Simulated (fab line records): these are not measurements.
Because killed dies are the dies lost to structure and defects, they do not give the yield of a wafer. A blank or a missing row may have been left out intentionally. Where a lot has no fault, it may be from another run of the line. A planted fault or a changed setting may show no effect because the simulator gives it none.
fab line records ; flow sky130
[record] lots = 5; wafers = 15; lastDay = 50
route steps=708 shown CONTACT@409
lots that met no fault: taken from a fault-free run of the same line
startH: hours from the record's opening day to when the first of the lot's shown wafers began ; waitH: time in hours since the lot's previous step ; " as in the row above ; L1.1+2: one row covering several wafers at once ; - either no value or no given start ; * or withheld: withheld ; < > ~ a bound
route shown NAME@n: names a module that has steps shown in the file, with the first one's number in the route ; usual: mean/standard deviation taken from wafers without a fault ; same: alike in all rows ; chamber/n: place in a boat ; sites: per-site readings ; _std_site: the standard deviation of these ; _edge_site: mean of outer sites minus mean of inner sites ; radiusMm: for every site, how far away it sits from the centre of the wafer ; mask NAME#n: copy n ; behind: the tool/chamber that last shaped the wafer ; hold: reason for holding the lot/hours on hold/outcome of the hold ; device: which transistor (n, p or np) failed to switch ; end of line: tests of these same wafers at the route's end ; a step given without rows: its recipe and nothing more ; killed: dies that structure and defects cost at the first sort, which is not the same as the wafer's yield ; map: the dies of a wafer, with x for killed, . for not killed, _ for no die there
set.NAME: setting as actually run; set.NAME@STEP: the setting as run at that earlier step ; model.NAME: the simulator's own value behind a step, which no gauge read
a table for each step, a row for each wafer; lots at some steps of the route
services: from which hour (startH, from the record's first day; less than 0 if before it) a tool's chamber was out of use, for how many hours, and why
[[steps]]
[step SKY_CONTACT_THK_MEAS_03]
[recipe] reads = SiO2_of_CONTACT_HDPCVD_02
[usual] CONTACT_HDPCVD_THK = 563/7.6
lot.wafer;tool;chamber;startH;waitH;CONTACT_HDPCVD_THK[nm]
L080.2;filmMetro-04;-;746.87;0.0;558
L080.3;filmMetro-04;-;746.87;0.0;562
L080.4;filmMetro-04;-;746.87;0.0;555
L085.2;filmMetro-01;-;800.52;0.0;567
L085.4;filmMetro-01;-;800.52;0.0;563
L085.5;filmMetro-01;-;800.52;0.0;571
L094.1;filmMetro-03;-;869.20;0.0;556
L094.2;filmMetro-03;-;869.20;0.0;556
L094.6;filmMetro-03;-;869.20;0.0;551
L095.3;filmMetro-01;-;873.87;0.1;553
L095.5;filmMetro-01;-;873.87;0.1;561
L095.6;filmMetro-01;-;873.87;0.1;552
L096.1;filmMetro-01;-;878.36;0.0;563
L096.2;filmMetro-01;-;878.36;0.0;566
L096.3;filmMetro-01;-;878.36;0.0;562
[step SKY_CONTACT_CMP_04]
[recipe] material = SiO2; downForcePsi = 4; platenRpm = 60; padVelocityMS = 0.94248
[usual] motorCurrentA = 11.9/1.6; timeToEndpointS = 80/4.6
lot.wafer;tool;chamber;startH;waitH;motorCurrentA;timeToEndpointS
L080.4;cmp-01;2;746.92;0.0;13.5;77
L080.3;cmp-01;3;746.92;0.0;10.9;74
L080.2;cmp-01;1;746.92;0.0;13.1;75
L085.2;cmp-02;2;800.71;0.2;14.4;84
L085.4;cmp-02;3;800.71;0.2;10.7;77
L085.5;cmp-02;0;800.71;0.2;10.4;87
L094.2;cmp-02;0;869.26;0.0;10.5;84
L094.1;cmp-02;3;869.26;0.0;10.9;80
L094.6;cmp-02;1;869.26;0.0;11.9;77
L095.3;cmp-01;3;874.06;0.2;10.8;74
L095.6;cmp-01;0;874.06;0.2;10.7;79
L095.5;cmp-01;1;874.06;0.2;13.8;79
L096.1;cmp-01;0;878.42;0.1;10.1;82
L096.3;cmp-01;1;878.42;0.1;14.1;78
L096.2;cmp-01;2;878.42;0.1;14.0;83
[step SKY_CONTACT_BOW_MEAS_05]
[recipe] mode = bow
[usual] CONTACT_BOW = 82/7.4
lot.wafer;tool;chamber;startH;waitH;CONTACT_BOW[um]
L080.2;filmMetro-03;-;747.24;0.1;75
L080.3;filmMetro-03;-;747.24;0.1;80
L080.4;filmMetro-03;-;747.24;0.1;66
L085.2;filmMetro-04;-;800.93;0.2;81
L085.4;filmMetro-04;-;800.93;0.2;71
L085.5;filmMetro-04;-;800.93;0.2;75
L094.1;filmMetro-04;-;869.56;0.1;87
L094.2;filmMetro-04;-;869.56;0.1;90
L094.6;filmMetro-04;-;869.56;0.1;75
L095.3;filmMetro-01;-;874.25;0.1;73
L095.5;filmMetro-01;-;874.25;0.1;81
L095.6;filmMetro-01;-;874.25;0.1;80
L096.1;filmMetro-03;-;878.72;0.2;76
L096.2;filmMetro-03;-;878.72;0.2;73
L096.3;filmMetro-03;-;878.72;0.2;81
[step SKY_CONTACT_DEHYDRATE_06]
[recipe] tempC = 200; timeS = 60
lot.wafer;tool;chamber;startH;waitH
L080.2+3+4;lithoTrack-03;0;760.29;13.0
L085.2+4+5;lithoTrack-03;0;814.09;13.1
L094.1+2+6;lithoTrack-03;0;882.17;12.6
L095.3+5+6;lithoTrack-03;0;886.17;11.9
L096.1+2+3;lithoTrack-02;0;890.89;12.1
[step SKY_CONTACT_HMDS_07]
[recipe] primeTimeS = 60; primeTempC = 120
lot.wafer;tool;chamber;startH;waitH
L080.2+3+4;lithoTrack-03;0;760.44;0.1
L085.2+4+5;lithoTrack-03;0;814.24;0.1
L094.1+2+6;lithoTrack-03;0;882.32;0.1
L095.3+5+6;lithoTrack-03;0;886.32;0.1
L096.1+2+3;lithoTrack-02;0;891.04;0.1
[step SKY_CONTACT_COAT_08]
[recipe] resist = BARC; tempC = withheld; timeS = withheld; spinRpm = 3000; resistThkNm = 60
lot.wafer;tool;chamber;startH;waitH
L080.2+3+4;lithoTrack-03;0;760.59;0.1
L085.2+4+5;lithoTrack-03;0;814.39;0.1
L094.1+2+6;lithoTrack-03;0;882.47;0.1
L095.3+5+6;lithoTrack-03;0;886.47;0.1
L096.1+2+3;lithoTrack-02;0;891.19;0.1
[step SKY_CONTACT_COAT_09]
[recipe] resist = KrF-thick; spinRpm = 3000; resistThkNm = 450
lot.wafer;tool;chamber;startH;waitH
L080.2+3+4;lithoTrack-03;0;-;-
L085.2+4+5;lithoTrack-03;0;-;-
L094.1+2+6;lithoTrack-03;0;-;-
L095.3+5+6;lithoTrack-03;0;-;-
L096.1+2+3;lithoTrack-02;0;-;-
[step SKY_CONTACT_SOFTBAKE_10]
[recipe] tempC = 100; timeS = 90; resist = KrF-thick
lot.wafer;tool;chamber;startH;waitH
L080.2+3+4;lithoTrack-03;0;-;-
L085.2+4+5;lithoTrack-03;0;-;-
L094.1+2+6;lithoTrack-03;0;-;-
L095.3+5+6;lithoTrack-03;0;-;-
L096.1+2+3;lithoTrack-02;0;-;-
[step SKY_CONTACT_EXPOSE_11]
[recipe] maskId = CTM1; na = 0.8; sourceShape = annular; sigmaInner = 0.55; sigmaOuter = 0.85; targetCdNm = 170; doseMj = 38
[usual] exposureDoseMJCm2 = 38.00/0.042
[same] sigmaInner = 0.55; sigmaOuter = 0.85
lot.wafer;tool;chamber;startH;waitH;mask;exposureDoseMJCm2
L080.2;krfScanner-02;0;-;-;CTM1#0;37.97
L080.3;krfScanner-02;0;-;-;CTM1#0;38.01
L080.4;krfScanner-02;0;-;-;CTM1#0;37.99
L085.2;krfScanner-01;0;-;-;CTM1#0;38.00
L085.4;krfScanner-01;0;-;-;CTM1#0;38.04
L085.5;krfScanner-01;0;-;-;CTM1#0;37.99
L094.1;krfScanner-02;0;-;-;CTM1#0;37.94
L094.2;krfScanner-02;0;-;-;CTM1#0;38.00
L094.6;krfScanner-02;0;-;-;CTM1#0;37.98
L095.3;krfScanner-02;0;-;-;CTM1#0;37.91
L095.5;krfScanner-02;0;-;-;CTM1#0;37.93
L095.6;krfScanner-02;0;-;-;CTM1#0;37.95
L096.1;krfScanner-02;0;-;-;CTM1#0;38.02
L096.2;krfScanner-02;0;-;-;CTM1#0;37.99
L096.3;krfScanner-02;0;-;-;CTM1#0;38.01
[step SKY_CONTACT_PEB_12]
[recipe] pebTempC = withheld; pebTimeS = withheld; resist = KrF-thick
lot.wafer;tool;chamber;startH;waitH
L080.2+3+4;lithoTrack-02;0;-;-
L085.2+4+5;lithoTrack-04;0;-;-
L094.1+2+6;lithoTrack-03;0;-;-
L095.3+5+6;lithoTrack-02;0;-;-
L096.1+2+3;lithoTrack-04;0;-;-
[step SKY_CONTACT_DEVELOP_13]
[recipe] developTimeS = 60; resist = KrF-thick; devTempC = 21
[usual] developerTempC = 20.97/0.1
lot.wafer;tool;chamber;startH;waitH;developerTempC
L080.2;lithoTrack-02;0;-;-;21.05
L080.3;lithoTrack-02;0;-;-;21.09
L080.4;lithoTrack-02;0;-;-;21.05
L085.2;lithoTrack-04;0;-;-;20.83
L085.4;lithoTrack-04;0;-;-;20.63
L085.5;lithoTrack-04;0;-;-;20.80
L094.1;lithoTrack-03;0;-;-;21.03
L094.2;lithoTrack-03;0;-;-;21.12
L094.6;lithoTrack-03;0;-;-;21.03
L095.3;lithoTrack-02;0;-;-;20.92
L095.5;lithoTrack-02;0;-;-;20.86
L095.6;lithoTrack-02;0;-;-;20.86
L096.1;lithoTrack-04;0;-;-;20.90
L096.2;lithoTrack-04;0;-;-;21.08
L096.3;lithoTrack-04;0;-;-;20.99
[step SKY_CONTACT_CD_MEAS_14]
[recipe] targetCdNm = 170
[usual] cdNm = 170.5/1.7
lot.wafer;tool;chamber;startH;waitH;cdNm
L080.2;cdSem-01;-;774.15;-;171.1
L080.3;cdSem-01;-;774.15;-;170.5
L080.4;cdSem-01;-;774.15;-;172.2
L085.2;cdSem-02;-;828.15;-;170.2
L085.4;cdSem-02;-;828.15;-;169.2
L085.5;cdSem-02;-;828.15;-;170.4
L094.1;cdSem-02;-;895.62;-;170.8
L094.2;cdSem-02;-;895.62;-;170.0
L094.6;cdSem-02;-;895.62;-;169.5
L095.3;cdSem-02;-;899.78;-;168.4
L095.5;cdSem-02;-;899.78;-;169.1
L095.6;cdSem-02;-;899.78;-;169.3
L096.1;cdSem-02;-;903.66;-;171.3
L096.2;cdSem-02;-;903.66;-;171.9
L096.3;cdSem-02;-;903.66;-;171.3
[step SKY_CONTACT_OVL_MEAS_15]
[usual] CONTACT_OVL = -2/6
lot.wafer;tool;chamber;startH;waitH;CONTACT_OVL[nm]
L080.2;overlay-02;-;774.26;0.1;3
L080.3;overlay-02;-;774.26;0.1;-4
L080.4;overlay-02;-;774.26;0.1;-1
L085.2;overlay-01;-;828.25;0.1;-3
L085.4;overlay-01;-;828.25;0.1;-8
L085.5;overlay-01;-;828.25;0.1;-1
L094.1;overlay-02;-;895.74;0.1;2
L094.2;overlay-02;-;895.74;0.1;-8
L094.6;overlay-02;-;895.74;0.1;-2
L095.3;overlay-02;-;899.87;0.1;-7
L095.5;overlay-02;-;899.87;0.1;1
L095.6;overlay-02;-;899.87;0.1;-3
L096.1;overlay-02;-;903.78;0.1;-10
L096.2;overlay-02;-;903.78;0.1;-10
L096.3;overlay-02;-;903.78;0.1;-12
[step SKY_CONTACT_ETCH_16]
[recipe] chemistry = N2/H2; target = BARC; ionEnergyEv = 200; sourceW = 500; biasW = 100; pressureMtorr = 30; n2FlowSccm = 100; h2FlowSccm = 200; stopOn = SiO2; timeS = 45.9; targetDepthA = 600
[usual] drypumpMotorCurrentA = 5.8/0.31; oesProductAu = 0.855/0.0045; throttleValvePct = 13.225/0.0096
lot.wafer;tool;chamber;startH;waitH;drypumpMotorCurrentA;oesProductAu;rfHoursCounterH;throttleValvePct
L080.2;rieDiel-04;3;774.29;0.0;6.0;0.852;15;13.208
L080.3;rieDiel-04;0;774.29;0.0;5.9;0.853;26;13.223
L080.4;rieDiel-04;3;774.29;0.0;6.0;0.847;-;13.229
L085.2;rieDiel-04;2;828.28;0.0;5.7;0.862;16;13.233
L085.4;rieDiel-04;3;828.28;0.0;6.0;0.854;17;13.230
L085.5;rieDiel-04;3;828.28;0.0;6.0;0.862;-;13.208
L094.1;rieDiel-01;1;895.77;0.0;6.1;0.848;18;13.233
L094.2;rieDiel-01;0;895.77;0.0;5.4;0.854;11;13.215
L094.6;rieDiel-01;3;895.77;0.0;5.4;0.865;-;13.216
L095.3;rieDiel-02;2;899.89;0.0;5.2;0.851;5;13.210
L095.5;rieDiel-02;3;899.89;0.0;5.8;0.849;-;13.223
L095.6;rieDiel-02;2;899.89;0.0;5.2;0.850;-;13.234
L096.1;rieDiel-02;0;903.82;0.0;6.0;0.855;3;13.229
L096.2;rieDiel-02;1;903.82;0.0;5.7;0.856;17;13.221
L096.3;rieDiel-02;2;903.82;0.0;5.2;0.860;5;13.213
[step SKY_CONTACT_ETCH_17]
[recipe] target = SiO2; chemistry = C4F8/O2/Ar; stopOn = Si3N4; maskMaterial = KrF-thick; sourceW = 1500; biasW = 1200; pressureMtorr = 40; c4f8FlowSccm = withheld; O2_flow_sccm = 6; Ar_flow_sccm = 300; timeS = withheld; targetDepthA = 3400
[usual] oesProductAu = 0.891/0.0053
lot.wafer;tool;chamber;startH;waitH;oesProductAu
L080.2;rieDiel-04;3;774.33;0.0;0.891
L080.3;rieDiel-04;0;774.33;0.0;0.898
L080.4;rieDiel-04;3;774.33;0.0;0.886
L085.2;rieDiel-04;2;828.32;0.0;0.898
L085.4;rieDiel-04;3;828.32;0.0;0.890
L085.5;rieDiel-04;3;828.32;0.0;0.890
L094.1;rieDiel-01;1;895.81;0.0;0.888
L094.2;rieDiel-01;0;895.81;0.0;0.887
L094.6;rieDiel-01;3;895.81;0.0;0.894
L095.3;rieDiel-02;2;899.93;0.0;0.876
L095.5;rieDiel-02;3;899.93;0.0;0.894
L095.6;rieDiel-02;2;899.93;0.0;0.889
L096.1;rieDiel-02;0;903.86;0.0;0.890
L096.2;rieDiel-02;1;903.86;0.0;0.894
L096.3;rieDiel-02;2;903.86;0.0;0.896
[step SKY_CONTACT_ETCH_18]
[recipe] target = Si3N4; chemistry = CHF3/O2; stopOn = TiN; sourceW = 600; biasW = 200; pressureMtorr = 40; chf3FlowSccm = 50; O2_flow_sccm = 5; timeS = 39; targetDepthA = 750
[usual] drypumpMotorCurrentA = 5.8/0.3; oesProductAu = 0.854/0.0078; throttleValvePct = 8.794/0.0089
lot.wafer;tool;chamber;startH;waitH;drypumpMotorCurrentA;oesProductAu;rfHoursCounterH;throttleValvePct
L080.2;rieDiel-04;3;-;-;6.0;0.839;15;8.802
L080.3;rieDiel-04;0;-;-;5.9;0.849;26;8.785
L080.4;rieDiel-04;3;-;-;6.0;0.849;-;8.795
L085.2;rieDiel-04;2;-;-;5.8;0.853;16;8.797
L085.4;rieDiel-04;3;-;-;6.0;0.853;17;8.800
L085.5;rieDiel-04;3;-;-;6.1;0.852;-;8.781
L094.1;rieDiel-01;1;-;-;6.1;0.851;18;8.788
L094.2;rieDiel-01;0;-;-;5.4;0.861;11;8.777
L094.6;rieDiel-01;3;-;-;5.4;0.862;-;8.791
L095.3;rieDiel-02;2;-;-;5.2;0.851;5;8.797
L095.5;rieDiel-02;3;-;-;5.7;0.851;-;8.801
L095.6;rieDiel-02;2;-;-;5.2;0.864;-;8.794
L096.1;rieDiel-02;0;-;-;6.0;0.843;3;8.796
L096.2;rieDiel-02;1;-;-;5.6;0.853;17;8.788
L096.3;rieDiel-02;2;-;-;5.2;0.846;5;8.783
[step SKY_CONTACT_STRIP_19]
[recipe] chemistry = O2/N2; powerW = 1400; pressureMtorr = 1500; platenTempC = withheld; o2FlowSccm = 3000; n2FlowSccm = 300; overashFraction = 0.5
[usual] drypumpMotorCurrentA = 5.71/0.27; oesProductAu = 0.380/0.0048; stripTimeToEndpointS = 3.61/0.03
lot.wafer;tool;chamber;startH;waitH;drypumpMotorCurrentA;oesProductAu;rfHoursCounterH;stripTimeToEndpointS
L080.2;plasmaAsher-03;0;774.42;-;5.55;0.381;98;3.61
L080.3;plasmaAsher-03;0;774.42;-;5.53;0.381;-;3.61
L080.4;plasmaAsher-03;1;774.42;-;5.95;0.387;-;3.61
L085.2;plasmaAsher-03;0;828.41;-;5.52;0.379;103;3.62
L085.4;plasmaAsher-03;0;828.41;-;5.51;0.381;-;3.60
L085.5;plasmaAsher-03;0;828.41;-;5.51;0.386;-;3.61
L094.1;plasmaAsher-03;1;895.90;-;5.93;0.383;111;3.63
L094.2;plasmaAsher-03;0;895.90;-;5.52;0.379;111;3.60
L094.6;plasmaAsher-03;0;895.90;-;5.50;0.374;-;3.61
L095.3;plasmaAsher-03;0;900.06;-;5.52;0.376;-;3.54
L095.5;plasmaAsher-03;0;900.06;-;5.50;0.380;-;3.59
L095.6;plasmaAsher-03;1;900.06;-;5.96;0.374;-;3.53
L096.1;plasmaAsher-04;0;903.95;-;5.24;0.380;48;3.62
L096.2;plasmaAsher-04;1;903.95;-;5.99;0.379;48;3.61
L096.3;plasmaAsher-04;0;903.95;-;5.24;0.385;-;3.54
[step SKY_CONTACT_STRIP_20]
[recipe] chemistry = postEtchResidueRemover; timeS = 1200; tempC = 72.5
[usual] bathHeatDutyPct = 13.8/1.6
lot.wafer;tool;chamber;startH;waitH;bathHeatDutyPct
L080.2;wetBench-03;3;774.52;0.1;14.4
L080.3;wetBench-03;3;774.52;0.1;12.5
L080.4;wetBench-03;3;774.52;0.1;13.3
L085.2;wetBench-02;0;828.51;0.1;15.2
L085.4;wetBench-02;0;828.51;0.1;14.3
L085.5;wetBench-02;0;828.51;0.1;15.5
L094.1;wetBench-03;2;896.00;0.1;14.1
L094.2;wetBench-03;2;896.00;0.1;14.5
L094.6;wetBench-03;2;896.00;0.1;14.7
L095.3;wetBench-03;0;900.12;0.0;14.9
L095.5;wetBench-03;0;900.12;0.0;15.8
L095.6;wetBench-03;0;900.12;0.0;17.0
L096.1;wetBench-01;3;904.05;0.1;16.0
L096.2;wetBench-01;3;904.05;0.1;16.0
L096.3;wetBench-01;3;904.05;0.1;14.8
[step SKY_CONTACT_CLEAN_21]
[recipe] chemistry = IPA; timeS = 180; tempC = 25
[usual] bathHeatDutyPct = 6.2/0.74
lot.wafer;tool;chamber;startH;waitH;bathHeatDutyPct
L080.2;wetBench-03;3;774.86;0.0;6.5
L080.3;wetBench-03;3;774.86;0.0;6.1
L080.4;wetBench-03;3;774.86;0.0;6.1
L085.2;wetBench-01;0;828.85;0.0;7.1
L085.4;wetBench-01;0;828.85;0.0;6.0
L085.5;wetBench-01;0;828.85;0.0;6.9
L094.1;wetBench-01;0;896.35;0.0;6.3
L094.2;wetBench-01;0;896.35;0.0;6.8
L094.6;wetBench-01;0;896.35;0.0;7.1
L095.3;wetBench-01;1;900.47;0.0;5.8
L095.5;wetBench-01;1;900.47;0.0;6.2
L095.6;wetBench-01;1;900.47;0.0;6.0
L096.1;wetBench-02;3;904.39;0.0;5.5
L096.2;wetBench-02;3;904.39;0.0;4.7
L096.3;wetBench-02;3;904.39;0.0;5.5
[step SKY_CONTACT_CLEAN_22]
[recipe] chemistry = O3/DIW; dry = n2Spin
lot.wafer;tool;chamber;startH;waitH
L080.2+3+4;wetBench-03;0;774.92;0.0
L085.2+4+5;wetBench-02;3;828.91;0.0
L094.1+2+6;wetBench-01;1;896.42;0.0
L095.3+5+6;wetBench-03;1;900.52;0.0
L096.1+2+3;wetBench-03;1;904.45;0.0
[step SKY_CONTACT_SPUTTER_23]
[recipe] material = TiN; targetThkNm = 20; chamberPressurePa = 5; powerW = 4000; timeS = 80
[usual] cathodeDcPowerW = 4000.0/0.73; throttleValvePct = 29.9/0.95
lot.wafer;tool;chamber;startH;waitH;cathodeDcPowerW;throttleValvePct
L080.2;pvdSputter-03;-;775.01;0.0;4000.0;30.0
L080.3;pvdSputter-03;-;775.01;0.0;3999.0;31.0
L080.4;pvdSputter-03;-;775.01;0.0;3999.5;31.3
L085.2;pvdSputter-02;-;829.00;0.0;3999.6;28.2
L085.4;pvdSputter-02;-;829.00;0.0;4000.5;29.6
L085.5;pvdSputter-02;-;829.00;0.0;3997.9;29.7
L094.1;pvdSputter-04;-;896.52;0.0;4000.6;29.8
L094.2;pvdSputter-04;-;896.52;0.0;3999.7;31.1
L094.6;pvdSputter-04;-;896.52;0.0;4001.2;29.7
L095.3;pvdSputter-03;-;900.62;0.0;3999.7;30.1
L095.5;pvdSputter-03;-;900.62;0.0;3999.1;31.1
L095.6;pvdSputter-03;-;900.62;0.0;4000.1;30.1
L096.1;pvdSputter-03;-;904.54;0.0;4000.7;30.9
L096.2;pvdSputter-03;-;904.54;0.0;3999.5;30.1
L096.3;pvdSputter-03;-;904.54;0.0;3999.3;31.1
[step SKY_CONTACT_CVD_24]
[recipe] material = W; targetThkNm = 340; timeS = 102.12; tempC = 400; pressureTorr = 40
[usual] heaterPowerW = 847/32
lot.wafer;tool;chamber;startH;waitH;heaterPowerW
L080.2;cvdW-01;0;775.08;0.0;864
L080.3;cvdW-01;0;775.08;0.0;860
L080.4;cvdW-01;1;775.08;0.0;819
L085.2;cvdW-02;1;829.07;0.0;837
L085.4;cvdW-02;1;829.07;0.0;831
L085.5;cvdW-02;1;829.07;0.0;839
L094.1;cvdW-01;1;896.59;0.0;813
L094.2;cvdW-01;0;896.59;0.0;878
L094.6;cvdW-01;1;896.59;0.0;806
L095.3;cvdW-01;1;900.71;0.1;786
L095.5;cvdW-01;1;900.71;0.1;797
L095.6;cvdW-01;0;900.71;0.1;903
L096.1;cvdW-02;0;904.60;0.0;875
L096.2;cvdW-02;1;904.60;0.0;843
L096.3;cvdW-02;0;904.60;0.0;872
[step SKY_CONTACT_RS_MEAS_25]
[recipe] thkMeasGauge = four-point-probe; reads = W_of_CONTACT_CVD_24+TiN_of_CONTACT_SPUTTER_23
[usual] CONTACT_W_RS = 0.336/0.0034
lot.wafer;tool;chamber;startH;waitH;CONTACT_W_RS[ohm/sq]
L080.2;filmMetro-03;-;775.21;0.1;0.331
L080.3;filmMetro-03;-;775.21;0.1;0.332
L080.4;filmMetro-03;-;775.21;0.1;0.332
L085.2;filmMetro-03;-;829.20;0.1;0.336
L085.4;filmMetro-03;-;829.20;0.1;0.341
L085.5;filmMetro-03;-;829.20;0.1;0.333
L094.1;filmMetro-03;-;896.70;0.1;0.336
L094.2;filmMetro-03;-;896.70;0.1;0.330
L094.6;filmMetro-03;-;896.70;0.1;0.339
L095.3;filmMetro-03;-;900.83;0.1;0.336
L095.5;filmMetro-03;-;900.83;0.1;0.341
L095.6;filmMetro-03;-;900.83;0.1;0.335
L096.1;filmMetro-04;-;904.72;0.1;0.341
L096.2;filmMetro-04;-;904.72;0.1;0.334
L096.3;filmMetro-04;-;904.72;0.1;0.338
[[services]]
tool;chamber;startH;hours;kind
plasmaAsher-03;-;728.32;3.5;repair
cvdW-01;-;734.74;1.7;repair
krfScanner-02;-;735.08;1.3;pm
rieDiel-01;-;752.74;2.8;pm
krfScanner-02;-;755.69;3.6;pm
rieDiel-04;1;760.56;15.0;repair
cmp-01;-;760.72;2.7;pm
cvdW-01;-;768.15;0.9;repair
krfScanner-02;-;769.24;4.4;pm
rieDiel-02;2;770.18;4.2;repair
cmp-01;-;772.44;0.5;repair
rieDiel-04;1;777.29;9.5;repair
rieDiel-01;-;781.69;6.2;repair
plasmaAsher-03;-;789.14;1.6;repair
krfScanner-02;-;789.79;0.8;pm
wetBench-03;-;790.70;5.1;repair
cmp-01;-;799.99;0.9;repair
rieDiel-02;-;805.90;0.4;repair
rieDiel-04;0;806.22;2.4;repair
krfScanner-02;-;813.25;1.4;repair
rieDiel-02;1;820.59;2.9;repair
krfScanner-02;-;871.61;1.0;pm
rieDiel-04;3;877.54;2.0;repair
krfScanner-02;-;900.38;4.8;repair
[[key]]
fault none
